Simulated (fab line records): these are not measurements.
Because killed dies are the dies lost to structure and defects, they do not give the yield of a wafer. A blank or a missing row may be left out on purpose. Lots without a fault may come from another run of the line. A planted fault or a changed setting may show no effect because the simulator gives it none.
A struck lot beside a sound one	flow sky130	18 steps out of a route of 708
Sound: the wafers L611.2, L611.5, L611.6. The struck wafers were L623.2, L623.4, L623.5. The cause is named last.
Each step with rows lists, per side, the tool, then ch with its chambers, then its first start. Under that, the readings that differ: sound wafers	struck wafers	difference of the means	sigmas: that difference in standard deviations of wafers without a fault.
alike: readings with means less than 2 such deviations apart, plus words and numbers identical on both sides. not compared: withheld readings, readings lacking a value on some wafer, bounds such as >300 that could conceal the same value, and numbers that have no deviation in the record and whose values overlap.
A row with sigmas, a row that says differs or no value, or rows on one side alone: a step with any of these is where the two part. Non-overlapping numbers with no deviation appear without sigmas and do not part them. A reading that every wafer of one side lacks parts them only if that side has two wafers or more.

first, 4 steps without rows for these wafers: SKY_VT_ADJUST_LVTN_SOFTBAKE_14 (time 60 s); SKY_VT_ADJUST_LVTN_EXPOSE_15 (exposes mask HVN STD DERIVED, target cd 600 nm); SKY_VT_ADJUST_LVTN_PEB_16; SKY_VT_ADJUST_LVTN_DEVELOP_17 (develop time 60 s).
SKY_VT_ADJUST_LVTN_OVL_MEAS_18:
  struck on overlay-01, day 12 03:19; sound on overlay-02, day 8 09:53
  alike: VT_ADJUST_LVTN_01_OVL
next, for these wafers, 1 step has no rows: SKY_VT_ADJUST_LVTN_IMPLANT_19.
SKY_VT_ADJUST_LVTN_STRIP_20: strips in O2/N2.
  sound on plasma_asher-03 ch 0,1, day 8 10:04; struck on plasma_asher-03 ch 0,1, day 12 03:30
  alike: chamber_pressure_mTorr, drypump_motor_current_A, oes_product_au, strip_time_to_endpoint_s
  not compared: rf_hours_counter_h
SKY_VT_ADJUST_LVTN_TW_MEAS_21:
  struck on film_metro-01, day 12 03:37; sound on film_metro-04, day 8 10:11
  alike: VT_ADJUST_LVTN_2_TW
then, 4 steps without rows for these wafers: SKY_VT_ADJUST_NCORE_DEHYDRATE_00 (time 60 s); SKY_VT_ADJUST_NCORE_HMDS_01 (prime time 60 s); SKY_VT_ADJUST_NCORE_COAT_02 (resist thk 1140 nm); SKY_VT_ADJUST_NCORE_SOFTBAKE_03 (time 60 s).
SKY_VT_ADJUST_NCORE_EXPOSE_04: exposes mask LVTN COMPLEMENT THIN, target cd 380 nm.
  sound on iline_stepper-01 ch 0, day 8 20:52; struck on iline_stepper-01 ch 0, day 12 16:11
reading	sound	struck	difference	sigmas
exposure_dose_mJ_cm2	139.05 139.16 139.10	147.35 147.46 147.35	+8.28	+59
  alike: mask, reticle_temp_C
then, 2 steps without rows for these wafers: SKY_VT_ADJUST_NCORE_PEB_05; SKY_VT_ADJUST_NCORE_DEVELOP_06 (develop time 60 s).
SKY_VT_ADJUST_NCORE_CD_MEAS_07: target cd 380 nm.
  struck on cd_sem-01, day 13 04:25; sound on cd_sem-01, day 9 07:16
reading	sound	struck	difference	sigmas
cd_nm (nm)	379.6 380.5 379.9	394.4 392.7 393.5	+13.5	+6
SKY_VT_ADJUST_NCORE_OVL_MEAS_08:
  struck on overlay-02, day 13 04:31; sound on overlay-01, day 9 07:22
  alike: VT_ADJUST_NCORE_OVL
next, for these wafers, 1 step has no rows: SKY_PAD_OPEN_PROBE_99.

== WHERE THEY PART ==
Last at SKY_VT_ADJUST_NCORE_CD_MEAS_07 as far as this record goes, first at SKY_VT_ADJUST_NCORE_EXPOSE_04. Later steps at which nothing parts them and some readings are alike: SKY_VT_ADJUST_NCORE_OVL_MEAS_08.

WHY: whatever the simulator had introduced
Drift in process parameters on iline_stepper-01 at SKY_VT_ADJUST_NCORE_EXPOSE_04, starting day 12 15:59. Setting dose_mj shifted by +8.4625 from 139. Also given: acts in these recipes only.
